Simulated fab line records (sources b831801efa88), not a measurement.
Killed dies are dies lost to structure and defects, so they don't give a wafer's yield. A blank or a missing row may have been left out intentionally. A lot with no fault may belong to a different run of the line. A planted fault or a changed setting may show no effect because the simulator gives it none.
fab line records	flow sfqLine
record: lots: 14	wafers: 42	lastDay: 92
route steps=325 shown M0@29 M2@99 JJ@192 M5@204
lots with no fault: from the same line, run without faults
startH: the number of hours between the record's first day and the start of the first shown wafer of the lot	waitH: time in hours since the lot's previous step	" as in the row above	L1.1+2: several wafers, shown together as one row	- no value, or no start was given	* or withheld: withheld	< > ~ a bound
route shown NAME@n: names a module that has steps shown in the file, with the first one's number in the route	usual: the fault-free wafers' mean and standard deviation	same: alike in all rows	chamber/n: place in a boat	sites: each site's reading	_std_site: standard deviation of those values	_edge_site: mean of outer sites minus mean of inner sites	radiusMm: for every site, how far away it sits from the centre of the wafer	mask NAME#n: copy n	behind: tool/chamber where the wafer was last shaped	hold: what put the lot on hold/how long, in hours/how the hold closed	device: which transistor (n, p or np) failed to switch	end of line: at the end of the route, the tests of the same wafers	step lacking rows: just its recipe	killed: at the first sort, the dies lost to defects and structure; wafer yield is something else	map: a wafer's dies, marking killed ones x, the rest . and places with no die _
set.NAME: the run value of the setting; set.NAME@STEP: its run value at that earlier step	model.NAME: the simulator's own value behind a step, which no gauge read
route steps across a sampled set of lots; one table per step, one row per wafer
services: the hour from which a tool's chamber was out of use, counted from the record's first day as startH (under 0 if before that day), plus the number of hours and why
== steps ==
step: SFQ_TRILAYER_M0_DEP_SPUTTER_019
recipe: material: Nb	basePressurePa: 1.33e-06	chamberPressurePa: 0.1333	substrateTempC: 20	resputterCathodeVoltageV: 400	targetThkNm: 200	powerW: 2000	timeS: 133.3
usual: cathodeDcPowerW: 2000.0/0.36	throttleValvePct: 30.2/0.87
lot.wafer	tool	chamber	startH	waitH	cathodeDcPowerW	throttleValvePct
L384.3	pvdSputter-06	-	150.69	0.0	1999.9	29.8
L384.5	"	-	"	"	2000.1	29.9
L384.6	"	-	"	"	1999.6	28.9
L385.3	pvdSputter-06	-	156.69	0.0	2000.2	31.0
L385.4	"	-	"	"	2000.4	29.7
L385.5	"	-	"	"	2000.5	29.9
L386.1	pvdSputter-06	-	162.70	0.0	1999.7	28.9
L386.2	"	-	"	"	1999.7	31.0
L386.3	"	-	"	"	1999.6	30.1
L389.2	pvdSputter-03	-	194.14	0.0	2000.5	31.6
L389.3	"	-	"	"	1999.8	29.7
L389.4	"	-	"	"	2000.5	31.0
L390.2	pvdSputter-06	-	207.63	0.0	1999.9	30.0
L390.3	"	-	"	"	1999.7	31.1
L390.6	"	-	"	"	1999.9	31.1
L391.3	pvdSputter-06	-	216.03	0.0	2000.0	31.2
L391.5	"	-	"	"	2000.3	31.1
L391.6	"	-	"	"	2000.2	30.0
L397.4	pvdSputter-03	-	256.96	0.0	1999.9	31.8
L397.5	"	-	"	"	2000.1	29.5
L397.6	"	-	"	"	1999.9	31.0
L400.3	pvdSputter-06	-	279.88	0.0	2000.1	29.2
L400.4	"	-	"	"	1999.2	31.0
L400.5	"	-	"	"	1999.6	29.0
L402.2	pvdSputter-06	-	295.61	0.0	1999.7	31.1
L402.3	"	-	"	"	2000.3	29.3
L402.5	"	-	"	"	2000.2	30.0
L403.2	pvdSputter-06	-	301.61	0.0	2000.0	30.2
L403.4	"	-	"	"	2000.4	29.1
L403.5	"	-	"	"	1999.0	29.8
L404.1	pvdSputter-05	-	314.81	0.0	2000.3	29.5
L404.4	"	-	"	"	2000.7	30.2
L404.6	"	-	"	"	1999.9	30.5
L405.3	pvdSputter-06	-	324.41	0.0	2000.1	29.2
L405.5	"	-	"	"	1999.9	29.0
L405.6	"	-	"	"	2000.1	30.0
L406.1	pvdSputter-06	-	328.01	0.0	2000.2	29.9
L406.2	"	-	"	"	2000.2	29.1
L406.6	"	-	"	"	1999.5	29.9
L407.1	pvdSputter-03	-	340.01	0.0	2000.1	31.0
L407.3	"	-	"	"	2000.1	31.8
L407.5	"	-	"	"	1999.9	29.7
step: SFQ_M0_RS_MEAS_904
recipe: thkMeasGauge: four-point-probe	reads: Nb_of_TRILAYER_M0_DEP_SPUTTER_019
usual: M0_NB_RS: 0.891/0.0086
lot.wafer	tool	chamber	startH	waitH	M0_NB_RS[ohm/sq]
L384.3	filmMetro-03	-	150.82	0.1	0.882
L384.5	"	-	"	"	0.881
L384.6	"	-	"	"	0.894
L385.3	filmMetro-03	-	156.82	0.1	0.883
L385.4	"	-	"	"	0.881
L385.5	"	-	"	"	0.889
L386.1	filmMetro-02	-	162.79	0.0	0.898
L386.2	"	-	"	"	0.899
L386.3	"	-	"	"	0.894
L389.2	filmMetro-02	-	194.25	0.1	0.884
L389.3	"	-	"	"	0.886
L389.4	"	-	"	"	0.880
L390.2	filmMetro-01	-	207.74	0.1	0.887
L390.3	"	-	"	"	0.647
L390.6	"	-	"	"	0.645
L391.3	filmMetro-01	-	216.16	0.1	0.652
L391.5	"	-	"	"	0.654
L391.6	"	-	"	"	0.907
L397.4	filmMetro-01	-	257.11	0.1	0.888
L397.5	"	-	"	"	0.878
L397.6	"	-	"	"	0.884
L400.3	filmMetro-02	-	280.01	0.1	0.897
L400.4	"	-	"	"	0.894
L400.5	"	-	"	"	0.880
L402.2	filmMetro-01	-	295.72	0.1	0.894
L402.3	"	-	"	"	0.888
L402.5	"	-	"	"	0.886
L403.2	filmMetro-02	-	301.72	0.1	0.895
L403.4	"	-	"	"	0.904
L403.5	"	-	"	"	0.902
L404.1	filmMetro-03	-	314.90	0.0	0.894
L404.4	"	-	"	"	0.892
L404.6	"	-	"	"	0.895
L405.3	filmMetro-02	-	324.54	0.1	0.889
L405.5	"	-	"	"	0.885
L405.6	"	-	"	"	0.885
L406.1	filmMetro-03	-	328.10	0.0	0.883
L406.2	"	-	"	"	0.881
L406.6	"	-	"	"	0.887
L407.1	filmMetro-03	-	340.10	0.0	0.886
L407.3	"	-	"	"	0.885
L407.5	"	-	"	"	0.883
step: SFQ_TRILAYER_M0_ETCH_METAL_ETCH_024
recipe: target: Nb	stopOn: SiO2	maskMaterial: PR	chemistry: Cl2/Ar	targetDepthNm: 240	icpW: 600	biasW: 80	pressureMtorr: 10	timeS: 120
usual: drypumpMotorCurrentA: 5.52/0.24	oesProductAu: 0.894/0.0063
lot.wafer	tool	chamber	startH	waitH	drypumpMotorCurrentA	oesProductAu	rfHoursCounterH
L384.3	rieMetal-01	0	252.67	0.1	5.85	0.897	-
L384.5	"	0	"	"	5.83	0.902	-
L384.6	"	0	"	"	5.83	0.897	-
L385.3	rieMetal-04	0	258.70	0.1	5.18	0.897	-
L385.4	"	1	"	"	5.34	0.902	-
L385.5	"	1	"	"	5.33	0.890	-
L386.1	rieMetal-03	1	265.86	0.0	5.31	0.890	136
L386.2	"	0	"	"	5.61	0.891	96
L386.3	"	0	"	"	5.62	0.889	-
L389.2	rieMetal-03	0	299.58	0.0	5.58	0.904	100
L389.3	"	0	"	"	5.55	0.892	-
L389.4	"	1	"	"	5.31	0.897	-
L390.2	rieMetal-01	0	322.38	0.0	5.83	0.895	80
L390.3	"	0	"	"	5.83	0.999	-
L390.6	"	0	"	"	5.84	0.997	-
L391.3	rieMetal-03	1	332.02	0.1	5.32	0.989	-
L391.5	"	0	"	"	5.60	1.006	-
L391.6	"	1	"	"	5.33	0.889	-
L397.4	rieMetal-03	1	381.35	0.1	5.31	0.889	-
L397.5	"	0	"	"	5.59	0.900	-
L397.6	"	1	"	"	5.31	0.908	-
L400.3	rieMetal-03	0	412.77	0.1	5.55	0.887	-
L400.4	"	0	"	"	5.61	0.886	-
L400.5	"	0	"	"	5.61	0.901	-
L402.2	rieMetal-03	1	428.36	0.0	5.31	0.903	152
L402.3	"	1	"	"	5.31	0.890	-
L402.5	"	0	"	"	5.59	0.899	-
L403.2	rieMetal-04	0	434.46	0.1	5.18	0.888	-
L403.4	"	0	"	"	5.18	0.885	-
L403.5	"	0	"	"	5.18	0.897	-
L404.1	rieMetal-04	0	450.49	0.0	5.17	0.899	15
L404.4	"	1	"	"	5.34	0.890	-
L404.6	"	1	"	"	5.35	0.885	-
L405.3	rieMetal-03	1	464.93	0.1	5.34	0.898	-
L405.5	"	1	"	"	5.35	0.900	-
L405.6	"	0	"	"	5.57	0.899	-
L406.1	rieMetal-03	0	470.89	0.0	5.60	0.901	131
L406.2	"	1	"	"	5.33	0.906	2
L406.6	"	0	"	"	5.60	0.896	-
L407.1	rieMetal-04	1	487.69	0.0	5.34	0.897	6
L407.3	"	1	"	"	5.33	0.898	-
L407.5	"	0	"	"	5.17	0.899	-
step: SFQ_TRILAYER_M2_BARC_OPEN_METAL_ETCH_077
recipe: maskMaterial: PR	chemistry: O2	targetDepthNm: 125	target: BARC	icpW: 600	biasW: 80	pressureMtorr: 10	timeS: 41.7
usual: drypumpMotorCurrentA: 5.54/0.23	oesProductAu: 0.685/0.0043
lot.wafer	tool	chamber	startH	waitH	drypumpMotorCurrentA	oesProductAu	rfHoursCounterH
L384.3	rieMetal-01	1	863.15	0.0	5.71	0.684	-
L384.5	"	0	"	"	5.77	0.683	-
L384.6	"	1	"	"	5.71	0.689	-
L385.3	rieMetal-01	1	872.87	0.0	5.72	0.688	-
L385.4	"	0	"	"	5.81	0.691	-
L385.5	"	0	"	"	5.81	0.689	-
L386.1	rieMetal-04	1	883.78	0.0	5.33	0.678	57
L386.2	"	0	"	"	5.17	0.687	75
L386.3	"	1	"	"	5.32	0.687	-
L389.2	rieMetal-01	1	902.98	0.0	5.72	0.686	90
L389.3	"	0	"	"	5.78	0.684	-
L389.4	"	1	"	"	5.69	0.679	-
L390.2	rieMetal-01	0	912.58	0.0	5.80	0.687	13
L390.3	"	0	"	"	5.78	0.685	-
L390.6	"	0	"	"	5.79	0.682	-
L391.3	rieMetal-03	1	942.85	0.0	5.32	0.687	-
L391.5	"	0	"	"	5.62	0.683	-
L391.6	"	1	"	"	5.33	0.676	-
L397.4	rieMetal-01	1	1009.54	0.0	5.68	0.682	-
L397.5	"	0	"	"	5.83	0.689	-
L397.6	"	1	"	"	5.67	0.686	-
L400.3	rieMetal-01	0	1041.94	0.0	5.84	0.688	-
L400.4	"	1	"	"	5.71	0.685	-
L400.5	"	1	"	"	5.69	0.682	-
L402.2	rieMetal-04	1	1051.64	0.0	5.35	0.685	80
L402.3	"	0	"	"	5.16	0.685	-
L402.5	"	0	"	"	5.18	0.692	-
L403.2	rieMetal-04	1	1068.37	0.0	5.32	0.680	82
L403.4	"	1	"	"	5.30	0.692	-
L403.5	"	1	"	"	5.32	0.683	-
L404.1	rieMetal-03	1	1076.13	0.0	5.33	0.688	82
L404.4	"	0	"	"	5.60	0.691	-
L404.6	"	0	"	"	5.57	0.690	-
L405.3	rieMetal-04	0	1084.55	0.0	5.18	0.680	-
L405.5	"	0	"	"	5.17	0.685	-
L405.6	"	1	"	"	5.37	0.691	-
L406.1	rieMetal-01	0	1088.13	0.0	5.82	0.689	35
L406.2	"	1	"	"	5.70	0.681	113
L406.6	"	0	"	"	5.80	0.684	-
L407.1	rieMetal-03	1	1095.33	0.0	5.34	0.677	84
L407.3	"	1	"	"	5.34	0.676	-
L407.5	"	0	"	"	5.58	0.680	-
step: SFQ_TRILAYER_JJ_CE_METRO_MEASURE_117
usual: cdNm: 700.0/1.2
lot.wafer	tool	chamber	startH	waitH	cdNm
L384.3	cdSem-02	-	1535.00	0.4	701.5
L384.5	"	-	"	"	701.1
L384.6	"	-	"	"	701.2
L385.3	cdSem-01	-	1547.00	0.4	699.6
L385.4	"	-	"	"	699.7
L385.5	"	-	"	"	699.2
L386.1	cdSem-02	-	1558.60	0.0	699.2
L386.2	"	-	"	"	700.6
L386.3	"	-	"	"	699.2
L389.2	cdSem-01	-	1562.40	0.2	701.2
L389.3	"	-	"	"	699.4
L389.4	"	-	"	"	700.4
L390.2	cdSem-02	-	1563.60	0.2	701.4
L390.3	"	-	"	"	700.5
L390.6	"	-	"	"	700.2
L391.3	cdSem-01	-	1565.00	0.4	699.6
L391.5	"	-	"	"	699.1
L391.6	"	-	"	"	699.3
L397.4	cdSem-01	-	1572.40	0.6	700.4
L397.5	"	-	"	"	699.4
L397.6	"	-	"	"	700.7
L400.3	cdSem-02	-	1655.44	0.4	700.2
L400.4	"	-	"	"	700.2
L400.5	"	-	"	"	700.0
L402.2	cdSem-02	-	1685.24	0.2	698.8
L402.3	"	-	"	"	700.4
L402.5	"	-	"	"	699.3
L403.2	cdSem-01	-	1692.44	0.2	701.2
L403.4	"	-	"	"	700.5
L403.5	"	-	"	"	701.7
L404.1	cdSem-02	-	1705.44	0.0	697.8
L404.4	"	-	"	"	698.3
L404.6	"	-	"	"	697.5
L405.3	cdSem-01	-	1709.44	0.4	700.5
L405.5	"	-	"	"	701.5
L405.6	"	-	"	"	699.8
L406.1	cdSem-02	-	1713.84	0.0	700.7
L406.2	"	-	"	"	699.9
L406.6	"	-	"	"	699.9
L407.1	cdSem-01	-	1715.04	0.0	698.7
L407.3	"	-	"	"	697.5
L407.5	"	-	"	"	699.1
step: SFQ_M5_OVL_MEAS_932
usual: M5_OVL: -4/6
lot.wafer	tool	chamber	startH	waitH	M5_OVL[nm]
L384.3	overlay-02	-	1539.67	0.1	-4
L384.5	"	-	"	"	-1
L384.6	"	-	"	"	-5
L385.3	overlay-02	-	1551.55	0.1	-13
L385.4	"	-	"	"	-1
L385.5	"	-	"	"	-11
L386.1	overlay-01	-	1657.40	0.1	9
L386.2	"	-	"	"	-1
L386.3	"	-	"	"	5
L389.2	overlay-02	-	1663.41	0.1	-1
L389.3	"	-	"	"	-5
L389.4	"	-	"	"	-13
L390.2	overlay-01	-	1664.61	0.1	-6
L390.3	"	-	"	"	-7
L390.6	"	-	"	"	-6
L391.3	overlay-02	-	1668.22	0.1	-13
L391.5	"	-	"	"	-5
L391.6	"	-	"	"	-2
L397.4	overlay-01	-	1679.02	0.1	-4
L397.5	"	-	"	"	-5
L397.6	"	-	"	"	-9
L400.3	overlay-01	-	1760.56	0.1	-7
L400.4	"	-	"	"	-11
L400.5	"	-	"	"	-6
L402.2	overlay-01	-	1789.35	0.1	4
L402.3	"	-	"	"	3
L402.5	"	-	"	"	-1
L403.2	overlay-01	-	1797.53	0.1	-7
L403.4	"	-	"	"	-7
L403.5	"	-	"	"	-9
L404.1	overlay-01	-	1805.92	0.1	-2
L404.4	"	-	"	"	0
L404.6	"	-	"	"	0
L405.3	overlay-01	-	1808.33	0.1	1
L405.5	"	-	"	"	-3
L405.6	"	-	"	"	4
L406.1	overlay-02	-	1811.92	0.1	5
L406.2	"	-	"	"	5
L406.6	"	-	"	"	5
L407.1	overlay-01	-	1813.12	0.1	1
L407.3	"	-	"	"	-2
L407.5	"	-	"	"	2
== services ==
tool	chamber	startH	hours	kind
pvdSputter-06	-	280.24	0.8	repair
rieMetal-01	0	308.17	1.3	repair
rieMetal-03	1	317.69	13.7	repair
rieMetal-03	1	406.40	17.8	repair
rieMetal-01	-	439.11	2.8	pm
rieMetal-01	-	495.72	0.1	repair
pvdSputter-06	-	518.31	6.7	repair
pvdSputter-06	-	540.00	110.0	repair
rieMetal-01	0	585.60	5.9	repair
pvdSputter-06	-	645.15	11.6	repair
rieMetal-03	-	714.97	14.6	pm
rieMetal-03	-	751.65	1.4	pm
rieMetal-03	-	773.12	2.8	pm
pvdSputter-06	-	804.78	1.7	repair
pvdSputter-06	-	811.90	7.6	repair
pvdSputter-06	-	845.96	1.6	repair
pvdSputter-06	-	856.00	3.8	repair
pvdSputter-06	-	865.29	2.5	repair
rieMetal-03	0	894.67	8.5	repair
rieMetal-03	-	982.92	0.6	repair
rieMetal-03	0	1014.13	8.9	repair
pvdSputter-06	-	1099.24	1.0	repair
pvdSputter-06	-	1322.80	7.1	repair
pvdSputter-06	-	1431.13	8.3	repair
== key ==
firstSign: step: SFQ_M0_RS_MEAS_904	reading: M0_NB_RS	direction: down	sigmas: 28	usual: 0.891	struck: 0.649
effect: step: SFQ_TRILAYER_M0_ETCH_METAL_ETCH_024	reading: oesProductAu	direction: up	sigmas: 17	usual: 0.894	struck: 0.998
metAt SFQ_TRILAYER_M0_DEP_SPUTTER_019
struckLots L390,L391
struckWafers L390.3,L390.6,L391.3,L391.5
notActingAt SFQ_TRILAYER_M2_BARC_OPEN_METAL_ETCH_077,SFQ_TRILAYER_JJ_CE_METRO_MEASURE_117,SFQ_M5_OVL_MEAS_932
onsetBetween 162.70 207.63
fault: kind: processParameterDrift	tool: pvdSputter-06	chamber: -	onsetH: 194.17	steps: SFQ_TRILAYER_M0_DEP_SPUTTER_019	channel: targetThkNm	offset: 74.604	shape: step	endH: 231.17	actsIn: theseRecipesOnly	stated: 200	scope: struckWafersOnly
